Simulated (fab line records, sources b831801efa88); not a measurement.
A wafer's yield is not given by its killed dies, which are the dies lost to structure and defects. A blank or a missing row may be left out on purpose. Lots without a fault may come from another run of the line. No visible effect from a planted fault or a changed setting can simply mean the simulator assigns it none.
A struck lot beside a sound one :: flow sky130 :: 19 steps out of a route of 708
Sound: these wafers, L239.1, L239.4, L239.6. Struck: wafers L236.1, L236.2, L236.4. The cause comes at the end.
At each step with rows: each side's tool, then ch and its chambers, then its first start. Under that, the readings that differ: sound wafers :: struck wafers :: difference of the means :: sigmas: that difference in standard deviations of wafers without a fault.
alike: readings with means less than 2 such deviations apart, plus words and numbers identical on both sides. not compared: withheld readings, readings lacking a value on some wafer, bounds such as >300 that could conceal the same value, and numbers that have no deviation in the record and whose values overlap.
A row with sigmas, a row that says differs or no value, or rows on one side alone: a step with any of these is where the two part. Numbers that don't overlap but have no deviation are shown without sigmas and don't part them. Lack of a reading on every wafer of one side parts them only where that side has two or more wafers.

first, 1 step without rows for these wafers: SKY_RES_XHIGH_IMPLANT_07.
SKY_RES_XHIGH_STRIP_08: strips in O2/N2.
  sound on plasma_asher-03 ch 0,1, day 32 13:47; struck on plasma_asher-03 ch 0,1, day 31 15:14
  alike: drypump_motor_current_A, oes_product_au, strip_time_to_endpoint_s
  not compared: rf_hours_counter_h
SKY_RES_XHIGH_TW_MEAS_09:
  sound: film_metro-03 at day 32 13:53; struck: film_metro-04 at day 31 15:20
reading: RES_XHIGH_TW
sound: 1644 1643 1648
struck: 1616 1615 1628
difference: -25
sigmas: -3
then, 7 steps without rows for these wafers: SKY_SD_N_DEHYDRATE_00 (time 60 s); SKY_SD_N_HMDS_01 (prime time 60 s); SKY_SD_N_COAT_02 (resist thk 1140 nm); SKY_SD_N_SOFTBAKE_03 (time 60 s); SKY_SD_N_EXPOSE_04 (exposes mask NSDM, target cd 380 nm); SKY_SD_N_PEB_05; SKY_SD_N_DEVELOP_06 (develop time 60 s).
SKY_SD_N_CD_MEAS_07 targets a cd of 380 nm.
  sound: cd_sem-01 at day 33 17:10; struck: cd_sem-01 at day 32 18:52
  alike: cd_nm
SKY_SD_N_OVL_MEAS_08:
  sound: overlay-01 at day 33 17:17; struck: overlay-01 at day 32 18:59
  alike: SD_N_OVL
SKY_SD_N_IMPLANT_09:
  sound on implanter-03 ch 0, day 33 17:19; struck on implanter-03, day 32 19:02
  no value came back on the struck wafers for beam_energy_keV, beam_on_s (s), tilt_deg (degrees); on the sound wafers beam_energy_keV reads 49.976 49.990 50.000
next, for these wafers, 1 step has no rows: SKY_SD_N_IMPLANT_10.
SKY_SD_N_STRIP_11: strips in O2/N2.
  sound on plasma_asher-03 ch 0,1, day 33 17:37; struck on plasma_asher-04 ch 0,1, day 32 19:20
reading: oes_product_au (a.u.)
sound: 0.529 0.528 0.513
struck: 0.716 0.718 0.715
difference: +0.193
sigmas: +45

reading: strip_time_to_endpoint_s (s)
sound: 22.58 22.53 22.49
struck: 14.13 14.14 14.13
difference: -8.40
sigmas: -99 or more
  alike: drypump_motor_current_A
  not compared: rf_hours_counter_h
SKY_SD_N_TW_MEAS_12:
  sound: film_metro-04 at day 33 17:43; struck: film_metro-02 at day 32 19:26
reading: SD_N_TW
sound: 3968 3950 3945
struck: 1391 1392 1386
difference: -2565
sigmas: -99
then, 1 step without rows for these wafers: SKY_SD_N_CLEAN_13 (cleans in SC1/SC2, time 150 s).
SKY_SD_N_RTA_14: time 2 s.
  sound on rtp_anneal-01 ch 0, day 33 17:49; struck on rtp_anneal-02 ch 0, day 32 19:32
  alike: lamp_power_pct, wafer_temp_C_max
SKY_SD_N_RS_MEAS_16: the measuring method here is four-point-probe.
  sound: film_metro-03 at day 33 18:00; struck: film_metro-02 at day 32 19:43
reading: SD_N_RS (ohm/sq)
sound: 68.81 68.55 68.60
struck: 442.49 441.01 442.17
difference: +373.24
sigmas: +99 or more

== WHERE THEY PART ==
Last at SKY_SD_N_RS_MEAS_16 as far as this record goes, first at SKY_RES_XHIGH_TW_MEAS_09.

WHY: the cause the simulator had injected
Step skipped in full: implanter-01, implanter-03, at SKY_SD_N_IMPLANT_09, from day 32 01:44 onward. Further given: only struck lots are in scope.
